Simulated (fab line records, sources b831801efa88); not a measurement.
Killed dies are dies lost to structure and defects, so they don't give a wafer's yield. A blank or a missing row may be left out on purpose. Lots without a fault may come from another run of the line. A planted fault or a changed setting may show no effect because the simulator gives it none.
Chamber matching | flow sfq_line | SFQ_TRILAYER_I0_VIA_ETCH_VIA_ETCH_034 on rie_diel-01: 4 sister chambers
The step etches SiO2 in CHF3, stops on Nb, target depth 260 nm. 14 wafers are shown with their chamber, then 6 later ones without.

WAFERS WITH THEIR CHAMBER
wafer  | chamber | drypump_motor_current_A (A) | oes_product_au (a.u.)
L816.1 | 1       | 5.4                         | 0.852
L816.4 | 0       | 5.5                         | 0.852
L816.6 | 2       | 5.3                         | 0.856
L818.1 | 0       | 5.4                         | 0.857
L818.3 | 2       | 5.3                         | 0.859
L818.4 | 3       | 6.3                         | 0.862
L819.3 | 2       | 5.3                         | 0.861
L819.4 | 0       | 5.5                         | 0.862
L819.5 | 1       | 5.4                         | 0.848
L822.3 | 3       | 6.2                         | 0.853
L822.4 | 2       | 5.3                         | 0.851
L822.6 | 2       | 5.3                         | 0.859
L824.2 | 0       | 5.4                         | 0.848
L824.3 | 1       | 5.4                         | 0.840

SIGNATURES (means of the wafers above)
reading                 | chamber 0 | chamber 1 | chamber 2 | chamber 3 | scatter within a chamber
drypump_motor_current_A | 5.450     | 5.400     | 5.300     | 6.250     | 0.0387
oes_product_au          | 0.85475   | 0.84667   | 0.85720   | 0.85750   | 0.00535
Rule: a wafer's distance from a chamber is the root of the sum, over the readings, of the square of ((its reading less the chamber's mean) divided by the reading's scatter). The wafer belongs to the nearest chamber; if the next one is less than 2 further off, it can't be placed. The scatter: the root of (the sum of the squares of (reading less its chamber's mean) over the shown wafers, divided by (wafers less chambers)).

WAFERS WITHOUT THEIR CHAMBER
wafer  | drypump_motor_current_A (A) | oes_product_au (a.u.)
L824.6 | 5.4                         | 0.846
L830.4 | 5.4                         | 0.851
L830.5 | 5.3                         | 0.844
L830.6 | 6.3                         | 0.845
L834.3 | 6.2                         | 0.852
L834.4 | 5.3                         | 0.856

WHICH CHAMBER EACH WENT THROUGH
wafer  | from the rows above          | in truth
L824.6 | can't be placed: 1 or 0      | 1
L830.4 | can't be placed: 1 or 0      | 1
L830.5 | can't be placed: 2 or 1 or 0 | 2
L830.6 | 3                            | 3
L834.3 | 3                            | 3
L834.4 | 2                            | 2
Placed correctly: 3 of 6. Can't be placed from these rows: 3 (the true chamber is among the candidates in 3). Placed wrongly: 0.
